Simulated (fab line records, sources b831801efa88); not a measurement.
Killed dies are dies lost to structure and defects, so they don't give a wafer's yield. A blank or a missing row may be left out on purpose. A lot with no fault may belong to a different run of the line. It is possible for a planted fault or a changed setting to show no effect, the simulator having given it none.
Tool commonality check + flow gf180mcu + Sampled: 12 lots, 36 wafers

REASON IT WAS OPENED
Of 12 lots, 2 have the reading NSD_RS flagged at GF_PSD_RS_MEAS_14. Fault-free wafers read 46.13 ohm/sq, with a standard deviation of 0.083.
Rule: a lot is flagged when every wafer of it that has a number lies more than 4 standard deviations from that mean, or none has a number. All remaining lots are regarded as sound.

| lot  | measured     | on           | NSD_RS (ohm/sq), wafer by wafer | flag    |
|------|--------------|--------------|---------------------------------|---------|
| L280 | day 14 13:07 | filmMetro-02 | 46.07 46.17 46.09               |         |
| L282 | day 15 02:10 | filmMetro-02 | 46.19 46.06 46.07               |         |
| L283 | day 15 04:10 | filmMetro-04 | 46.27 46.26 46.32               |         |
| L284 | day 15 20:40 | filmMetro-04 | 46.17 46.26 46.22               |         |
| L286 | day 16 20:07 | filmMetro-02 | 46.08 46.01 45.98               |         |
| L287 | day 17 09:20 | filmMetro-02 | 46.18 46.23 46.18               |         |
| L289 | day 18 00:28 | filmMetro-02 | 46.24 46.17 46.12               |         |
| L291 | day 18 20:56 | filmMetro-03 | 46.10 46.01 46.07               |         |
| L299 | day 21 10:29 | filmMetro-04 | 47.00 46.99 47.01               | FLAGGED |
| L300 | day 21 12:41 | filmMetro-04 | 46.96 46.82 46.93               | FLAGGED |
| L301 | day 22 01:37 | filmMetro-04 | 46.11 46.07 46.08               |         |
| L302 | day 22 14:15 | filmMetro-02 | 46.12 46.18 46.13               |         |
On average the flagged lots' numbers are 46.95 ohm/sq, which is +0.82 ohm/sq against the usual, or +10 standard deviations.

TOOL THAT RAN EACH LOT
3 process steps preceding the reading are held in the record, out of 602 steps in the route. In each cell: the tool, then ch and the chambers that the sampled wafers went through, then the start.
| lot  | flag    | GF_HV_LDD_RTA_52                | GF_NSD_IMPLANT_09               | GF_NSD_STRIP_11                     |
|------|---------|---------------------------------|---------------------------------|-------------------------------------|
| L280 |         | rtpAnneal-02 ch 0, day 12 14:40 | implanter-03 ch 0, day 13 15:49 | plasmaAsher-01 ch 0,1, day 13 16:07 |
| L282 |         | rtpAnneal-02 ch 0, day 13 04:05 | implanter-02 ch 0, day 14 04:11 | plasmaAsher-02 ch 1, day 14 04:28   |
| L283 |         | rtpAnneal-02 ch 0, day 13 08:05 | implanter-02 ch 0, day 14 06:34 | plasmaAsher-01 ch 0,1, day 14 06:52 |
| L284 |         | rtpAnneal-01 ch 0, day 13 22:34 | implanter-02 ch 0, day 14 22:19 | plasmaAsher-03 ch 0,1, day 14 22:37 |
| L286 |         | rtpAnneal-01 ch 0, day 14 20:50 | implanter-02 ch 0, day 15 20:41 | plasmaAsher-01 ch 0,1, day 15 20:58 |
| L287 |         | rtpAnneal-02 ch 0, day 15 08:44 | implanter-03 ch 0, day 16 09:56 | plasmaAsher-01 ch 0, day 16 10:13   |
| L289 |         | rtpAnneal-02 ch 0, day 15 22:43 | implanter-02 ch 0, day 17 00:22 | plasmaAsher-02 ch 1, day 17 00:40   |
| L291 |         | rtpAnneal-02 ch 0, day 16 18:50 | implanter-02 ch 0, day 17 20:31 | plasmaAsher-01 ch 0,1, day 17 20:47 |
| L299 | FLAGGED | rtpAnneal-01 ch 0, day 19 05:28 | implanter-02 ch 0, day 20 09:04 | plasmaAsher-03 ch 1, day 20 09:22   |
| L300 | FLAGGED | rtpAnneal-02 ch 0, day 19 08:25 | implanter-02 ch 0, day 20 11:34 | plasmaAsher-01 ch 0,1, day 20 11:52 |
| L301 |         | rtpAnneal-01 ch 0, day 19 22:17 | implanter-04 ch 0, day 21 00:59 | plasmaAsher-02 ch 0, day 21 01:16   |
| L302 |         | rtpAnneal-01 ch 0, day 20 11:37 | implanter-04 ch 0, day 21 14:01 | plasmaAsher-01 ch 0,1, day 21 14:19 |
What these steps do:
- GF_HV_LDD_RTA_52: time 10 s.
- GF_NSD_IMPLANT_09
- GF_NSD_STRIP_11: strips in O2/N2.
- GF_PSD_RS_MEAS_14: measures by four-point-probe.

FLAGGED AGAINST TOTAL, ONE TOOL AT A TIME (gauges that did the reading follow at the end)
| step              | tool           | lots run | flagged | share of the flagged lots | sound lots run after its first flagged lot |
|-------------------|----------------|----------|---------|---------------------------|--------------------------------------------|
| GF_HV_LDD_RTA_52  | rtpAnneal-01   | 5        | 1       | some                      | 2 (L301,L302)                              |
| GF_HV_LDD_RTA_52  | rtpAnneal-02   | 7        | 1       | some                      | 0                                          |
| GF_NSD_IMPLANT_09 | implanter-02   | 8        | 2       | all                       | 0                                          |
| GF_NSD_IMPLANT_09 | implanter-03   | 2        | 0       | none                      | -                                          |
| GF_NSD_IMPLANT_09 | implanter-04   | 2        | 0       | none                      | -                                          |
| GF_NSD_STRIP_11   | plasmaAsher-01 | 7        | 1       | some                      | 1 (L302)                                   |
| GF_NSD_STRIP_11   | plasmaAsher-02 | 3        | 0       | none                      | -                                          |
| GF_NSD_STRIP_11   | plasmaAsher-03 | 2        | 1       | some                      | 0                                          |
| GF_PSD_RS_MEAS_14 | filmMetro-02   | 6        | 0       | none                      | -                                          |
| GF_PSD_RS_MEAS_14 | filmMetro-03   | 1        | 0       | none                      | -                                          |
| GF_PSD_RS_MEAS_14 | filmMetro-04   | 5        | 2       | all                       | 1 (L301)                                   |

WHAT THE TABLE PERMITS
In 2 table rows, all flagged lots were run: implanter-02 (GF_NSD_IMPLANT_09), filmMetro-04 (GF_PSD_RS_MEAS_14).
- implanter-02 at GF_NSD_IMPLANT_09 ran 8 lots, 2 of them flagged. A fault beginning between L291 (day 17 20:31), its last sound lot, and L299 (day 20 09:04), its first flagged one, fits the data. Its own readings (beamEnergyKeV) fall more than 4 standard deviations out on all wafers of the flagged lots.
- filmMetro-04 at GF_PSD_RS_MEAS_14 ran 5 lots, 2 of them flagged. Sound lots followed the first flagged one (L301) on it, something a lasting fault affecting the whole tool could not allow.
What remains is a single tool, implanter-02 at GF_NSD_IMPLANT_09.

WHAT THE SIMULATOR PUT IN
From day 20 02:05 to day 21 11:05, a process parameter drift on implanter-02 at GF_NSD_IMPLANT_09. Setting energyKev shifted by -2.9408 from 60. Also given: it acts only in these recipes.
Struck lots among those shown: L299, L300. The rule given above showed the same thing.
